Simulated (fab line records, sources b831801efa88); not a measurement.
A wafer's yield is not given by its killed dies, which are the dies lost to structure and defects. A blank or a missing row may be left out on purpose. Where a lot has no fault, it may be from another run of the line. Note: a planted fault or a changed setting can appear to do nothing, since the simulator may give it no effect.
fab line records	flow sky130
record: lots: 15	wafers: 45	lastDay: 49
route steps=708 shown VIA2@520 METAL3@536
lots that met no fault: taken from a fault-free run of the same line
startH: start of the lot's first displayed wafer, in hours after the record's first day	waitH: hours from the lot's prior step to this one	" repeats the value in the row above	L1.1+2: several wafers, shown together as one row	- either no value or no given start	* or withheld: withheld	< > ~ a bound
route shown NAME@n: names a module that has steps shown in the file, with the first one's number in the route	usual: mean/standard deviation of fault-free wafers	same: alike in all rows	chamber/n: place in a boat	sites: each site's reading	_std_site: the standard deviation of these	_edge_site: inner sites' mean taken away from outer sites' mean	radiusMm: how far each site lies from the wafer's centre	mask NAME#n: copy n	behind: tool/chamber where the wafer was last shaped	hold: the reason the lot was held/the length of the hold in hours/how it ended	device: whichever transistor did not switch (one of n, p or np)	end of line: the route-end tests of the same wafers	where a step has no rows: the recipe by itself	killed: the dies lost at the first sort to structure and to defects; this is not the yield of the wafer	map: the dies of a wafer, with x for killed, . for not killed, _ for no die there
set.NAME: setting as actually run; set.NAME@STEP: the setting as run at that earlier step	model.NAME: the simulator's own value behind a step, which no gauge read
route steps across a sampled set of lots; one table per step, one row per wafer
services: the hour from which a tool's chamber was out of use, counted from the record's first day as startH (under 0 if before that day), plus the number of hours and why
== steps ==
step: SKY_VIA2_OVL_MEAS_13
usual: VIA2_OVL: 5/6.5
lot.wafer	tool	chamber	startH	waitH	VIA2_OVL[nm]
L380.2	overlay-01	-	856.34	0.1	-5
L380.3	"	-	"	"	12
L380.6	"	-	"	"	4
L381.1	overlay-01	-	866.94	0.1	1
L381.3	"	-	"	"	5
L381.6	"	-	"	"	6
L382.1	overlay-02	-	873.99	0.1	-8
L382.2	"	-	"	"	3
L382.4	"	-	"	"	-1
L385.1	overlay-01	-	902.44	0.1	7
L385.3	"	-	"	"	4
L385.4	"	-	"	"	11
L386.1	overlay-02	-	914.91	0.1	5
L386.4	"	-	"	"	5
L386.5	"	-	"	"	0
L387.1	overlay-01	-	920.17	0.1	0
L387.2	"	-	"	"	-2
L387.3	"	-	"	"	-6
L388.1	overlay-01	-	939.76	0.1	6
L388.2	"	-	"	"	7
L388.3	"	-	"	"	3
L389.1	overlay-01	-	945.54	0.1	12
L389.3	"	-	"	"	1
L389.6	"	-	"	"	9
L390.2	overlay-02	-	947.88	0.1	14
L390.4	"	-	"	"	15
L390.6	"	-	"	"	8
L392.1	overlay-02	-	950.77	0.1	6
L392.3	"	-	"	"	0
L392.6	"	-	"	"	5
L391.3	overlay-02	-	951.25	0.1	4
L391.4	"	-	"	"	13
L391.6	"	-	"	"	13
L393.2	overlay-01	-	962.67	0.1	11
L393.4	"	-	"	"	3
L393.5	"	-	"	"	-1
L394.1	overlay-02	-	965.52	0.1	4
L394.3	"	-	"	"	4
L394.6	"	-	"	"	7
L395.1	overlay-01	-	974.84	0.1	7
L395.2	"	-	"	"	14
L395.3	"	-	"	"	2
L396.2	overlay-02	-	975.12	0.1	8
L396.4	"	-	"	"	8
L396.6	"	-	"	"	14
step: SKY_VIA2_STRIP_17
recipe: chemistry: postEtchResidueRemover	timeS: 1200	tempC: 72.5
usual: bathGuardTempC: 72.2/0.38	bathHeatDutyPct: 14.8/1.2
lot.wafer	tool	chamber	startH	waitH	bathGuardTempC	bathHeatDutyPct
L380.2	wetBench-01	1	856.58	0.1	72.9	14.2
L380.3	"	1	"	"	72.7	14.4
L380.6	"	1	"	"	72.5	14.3
L381.1	wetBench-04	3	867.18	0.1	72.5	13.0
L381.3	"	3	"	"	72.1	14.5
L381.6	"	3	"	"	72.0	14.3
L382.1	wetBench-02	2	874.23	0.1	72.4	14.9
L382.2	"	2	"	"	72.2	14.6
L382.4	"	2	"	"	72.5	13.2
L385.1	wetBench-02	1	902.68	0.1	71.5	17.5
L385.3	"	1	"	"	71.9	15.3
L385.4	"	1	"	"	71.9	16.1
L386.1	wetBench-01	3	915.15	0.1	72.0	14.1
L386.4	"	3	"	"	71.9	15.0
L386.5	"	3	"	"	72.0	14.0
L387.1	wetBench-01	2	920.41	0.1	72.0	13.5
L387.2	"	2	"	"	72.3	12.8
L387.3	"	2	"	"	72.0	13.0
L388.1	wetBench-02	2	940.00	0.1	72.3	15.1
L388.2	"	2	"	"	72.1	14.9
L388.3	"	2	"	"	72.0	15.6
L389.1	wetBench-02	2	945.78	0.1	71.9	14.5
L389.3	"	2	"	"	72.3	14.4
L389.6	"	2	"	"	72.0	13.8
L390.2	wetBench-02	2	948.11	0.1	71.8	14.4
L390.4	"	2	"	"	72.0	14.2
L390.6	"	2	"	"	72.5	14.4
L392.1	wetBench-01	0	951.01	0.1	72.6	15.7
L392.3	"	0	"	"	72.7	14.8
L392.6	"	0	"	"	72.8	14.0
L391.3	wetBench-02	2	951.48	0.0	71.9	14.7
L391.4	"	2	"	"	72.0	14.1
L391.6	"	2	"	"	71.9	14.6
L393.2	wetBench-04	1	962.90	0.1	72.8	16.2
L393.4	"	1	"	"	73.0	15.1
L393.5	"	1	"	"	72.6	15.6
L394.1	wetBench-01	1	965.76	0.1	-	-
L394.3	"	1	"	"	-	-
L394.6	"	1	"	"	-	-
L395.1	wetBench-01	2	975.08	0.1	-	-
L395.2	"	2	"	"	-	-
L395.3	"	2	"	"	-	-
L396.2	wetBench-02	2	975.35	0.1	-	-
L396.4	"	2	"	"	-	-
L396.6	"	2	"	"	-	-
step: SKY_VIA2_SPUTTER_20
recipe: material: TiN	targetThkNm: 20	chamberPressurePa: 5	powerW: 4000	timeS: 80
usual: throttleValvePct: 29.7/0.98
lot.wafer	tool	chamber	startH	waitH	throttleValvePct
L380.2	pvdSputter-01	-	857.10	0.0	29.7
L380.3	"	-	"	"	29.2
L380.6	"	-	"	"	29.1
L381.1	pvdSputter-03	-	867.68	0.0	26.4
L381.3	"	-	"	"	30.5
L381.6	"	-	"	"	29.5
L382.1	pvdSputter-01	-	874.73	0.0	30.3
L382.2	"	-	"	"	29.8
L382.4	"	-	"	"	30.6
L385.1	pvdSputter-01	-	903.22	0.0	28.9
L385.3	"	-	"	"	30.3
L385.4	"	-	"	"	29.5
L386.1	pvdSputter-04	-	915.64	0.0	29.3
L386.4	"	-	"	"	30.0
L386.5	"	-	"	"	28.6
L387.1	pvdSputter-01	-	920.94	0.0	30.4
L387.2	"	-	"	"	29.5
L387.3	"	-	"	"	30.6
L388.1	pvdSputter-01	-	940.50	0.0	30.3
L388.2	"	-	"	"	29.4
L388.3	"	-	"	"	30.4
L389.1	pvdSputter-03	-	946.27	0.0	30.7
L389.3	"	-	"	"	29.9
L389.6	"	-	"	"	29.4
L390.2	pvdSputter-03	-	948.60	0.0	30.7
L390.4	"	-	"	"	30.3
L390.6	"	-	"	"	30.5
L391.3	pvdSputter-01	-	951.98	0.0	30.4
L391.4	"	-	"	"	29.4
L391.6	"	-	"	"	30.3
L392.1	pvdSputter-04	-	952.02	0.0	30.0
L392.3	"	-	"	"	30.7
L392.6	"	-	"	"	28.8
L393.2	pvdSputter-01	-	963.40	0.0	28.9
L393.4	"	-	"	"	30.7
L393.5	"	-	"	"	30.4
L394.1	pvdSputter-01	-	966.28	0.0	30.5
L394.3	"	-	"	"	30.2
L394.6	"	-	"	"	29.1
L395.1	pvdSputter-01	-	975.61	0.0	30.2
L395.2	"	-	"	"	30.4
L395.3	"	-	"	"	29.3
L396.2	pvdSputter-03	-	975.89	0.0	29.4
L396.4	"	-	"	"	26.7
L396.6	"	-	"	"	29.9
step: SKY_METAL3_SPUTTER_04
recipe: material: TiN	targetThkNm: 70	powerW: 6500	timeS: 58.3	chamberPressurePa: 0.4
usual: throttleValvePct: 29.7/1.2
lot.wafer	tool	chamber	startH	waitH	throttleValvePct
L380.2	pvdSputter-04	-	857.88	0.0	30.0
L380.3	"	-	"	"	30.7
L380.6	"	-	"	"	28.8
L381.1	pvdSputter-02	-	868.47	0.0	29.7
L381.3	"	-	"	"	28.5
L381.6	"	-	"	"	31.1
L382.1	pvdSputter-04	-	875.50	0.0	30.1
L382.2	"	-	"	"	28.9
L382.4	"	-	"	"	29.6
L385.1	pvdSputter-02	-	903.99	0.0	28.4
L385.3	"	-	"	"	30.8
L385.4	"	-	"	"	31.5
L386.1	pvdSputter-03	-	916.42	0.0	26.8
L386.4	"	-	"	"	30.5
L386.5	"	-	"	"	30.2
L387.1	pvdSputter-03	-	921.72	0.0	30.6
L387.2	"	-	"	"	26.8
L387.3	"	-	"	"	30.1
L388.1	pvdSputter-04	-	941.28	0.0	30.0
L388.2	"	-	"	"	29.4
L388.3	"	-	"	"	30.5
L389.1	pvdSputter-04	-	947.05	0.0	28.8
L389.3	"	-	"	"	29.8
L389.6	"	-	"	"	29.1
L390.2	pvdSputter-04	-	949.38	0.0	30.5
L390.4	"	-	"	"	29.4
L390.6	"	-	"	"	30.6
L391.3	pvdSputter-03	-	952.75	0.0	26.3
L391.4	"	-	"	"	30.1
L391.6	"	-	"	"	29.3
L392.1	pvdSputter-02	-	952.88	0.0	29.7
L392.3	"	-	"	"	28.1
L392.6	"	-	"	"	28.3
L393.2	pvdSputter-04	-	964.18	0.0	30.7
L393.4	"	-	"	"	29.6
L393.5	"	-	"	"	29.9
L394.1	pvdSputter-03	-	967.07	0.0	26.8
L394.3	"	-	"	"	30.2
L394.6	"	-	"	"	26.5
L395.1	pvdSputter-02	-	976.39	0.0	28.3
L395.2	"	-	"	"	29.7
L395.3	"	-	"	"	31.5
L396.2	pvdSputter-03	-	976.69	0.0	29.1
L396.4	"	-	"	"	30.5
L396.6	"	-	"	"	30.0
== services ==
tool	chamber	startH	hours	kind
pvdSputter-04	-	878.17	1.7	repair
wetBench-01	-	878.39	1.9	pm
wetBench-04	-	895.84	36.9	pm
pvdSputter-01	-	897.08	3.7	repair
wetBench-02	-	907.28	8.0	repair
pvdSputter-04	-	927.74	6.3	repair
pvdSputter-03	-	931.24	2.2	repair
pvdSputter-03	-	937.18	2.4	repair
== key ==
firstSign: step: SKY_VIA2_STRIP_17	reading: toolRecord	direction: missing
effect none on later readings
metAt SKY_VIA2_STRIP_17
struckLots L394,L395,L396
sortLeftOut L394.1,L394.3,L394.6,L395.1,L395.2,L395.3,L396.2,L396.4,L396.6
notActingAt SKY_VIA2_OVL_MEAS_13,SKY_VIA2_SPUTTER_20,SKY_METAL3_SPUTTER_04
onsetBetween 951.48 965.76
fault: kind: skippedStepWhole	tool: wetBench-01,wetBench-02	chamber: -	onsetH: 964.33	steps: SKY_VIA2_STRIP_17	scope: struckLotsOnly
sortLeftOut: the simulated sort isn't trusted on such a fault, so these wafers' sort isn't shown, and their yield isn't known
